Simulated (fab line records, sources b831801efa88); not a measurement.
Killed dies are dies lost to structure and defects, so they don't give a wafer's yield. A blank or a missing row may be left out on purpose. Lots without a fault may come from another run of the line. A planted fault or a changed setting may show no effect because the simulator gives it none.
A struck lot beside a sound one | flow sky130 | 18 steps out of a route of 708
Sound: wafers L147.1, L147.4, L147.6. Struck: wafers L140.2, L140.3, L140.4. The cause comes at the end.
At each step with rows: each side's tool, then ch and its chambers, then its first start. Under that, the readings that differ: sound wafers | struck wafers | difference of the means | sigmas: that difference in standard deviations of wafers without a fault.
alike: readings whose means differ by less than 2 such deviations, and words and numbers that are the same on both sides. not compared: withheld readings, readings that some wafer has no value for, bounds like >300 that may hide the same value, and numbers for which the record gives no deviation and whose values overlap.
The two part at a step that has a row with sigmas, a row that says differs or no value, or rows on one side only. Numbers that don't overlap but have no deviation are shown without sigmas and don't part them. A reading that every wafer of one side lacks parts them only if that side has two wafers or more.

first, 3 steps without rows for these wafers: SKY_SONOS_ONO_WET_ETCH_18 (etches Si3N4 in H3PO4, target depth 15 nm, time 172 s); SKY_GATE_OXIDE_CLEAN_00 (cleans in SC1/SC2, time 150 s); SKY_GATE_OXIDE_OXIDATION_01 (stabilise 600 s, purge 300 s, target thk 10.268 nm).
SKY_GATE_OXIDE_THK_MEAS_02:
  sound on film_metro-02, day 18 10:02; struck on film_metro-03, day 15 20:35
  alike: GATE_OXIDE_OXIDATION_00_THK
then, 7 steps without rows for these wafers: SKY_GATE_OXIDE_DEHYDRATE_03 (time 60 s); SKY_GATE_OXIDE_HMDS_04 (prime time 60 s); SKY_GATE_OXIDE_COAT_05 (resist thk 1140 nm); SKY_GATE_OXIDE_SOFTBAKE_06 (time 60 s); SKY_GATE_OXIDE_EXPOSE_07 (exposes mask LVOM, target cd 600 nm); SKY_GATE_OXIDE_PEB_08; SKY_GATE_OXIDE_DEVELOP_09 (develop time 60 s).
SKY_GATE_OXIDE_OVL_MEAS_10:
  sound on overlay-02, day 19 16:50; struck on overlay-01, day 16 23:55
  alike: GATE_OXIDE_OVL
SKY_GATE_OXIDE_IMPLANT_11:
  sound on implanter-02 ch 0, day 19 16:53; struck on implanter-01 ch 0, day 17 00:17
then, 1 step without rows for these wafers: SKY_GATE_OXIDE_WET_ETCH_12 (etches SiO2 in dHF, target depth 16.8 nm, time 336 s).
SKY_GATE_OXIDE_STRIP_13: strips in O2/N2.
  sound on plasma_asher-03 ch 0,1, day 19 17:08; struck on plasma_asher-01 ch 0,1, day 17 00:33
  alike: drypump_motor_current_A, oes_product_au, strip_time_to_endpoint_s
  not compared: rf_hours_counter_h
SKY_GATE_OXIDE_TW_MEAS_14:
  sound on film_metro-03, day 19 17:14; struck on film_metro-02, day 17 00:56
  reading       | sound             | struck            | difference | sigmas
  GATE_OXIDE_TW | 224.4 223.7 222.9 | 275.2 275.2 274.9 | +51.4      | +29
then, 2 steps without rows for these wafers: SKY_GATE_OXIDE_CLEAN_15 (cleans in SC1/SC2, time 150 s); SKY_PAD_OPEN_PROBE_99.

WHERE THEY PART
Only at SKY_GATE_OXIDE_TW_MEAS_14, within this record.

WHY: what the simulator had put in
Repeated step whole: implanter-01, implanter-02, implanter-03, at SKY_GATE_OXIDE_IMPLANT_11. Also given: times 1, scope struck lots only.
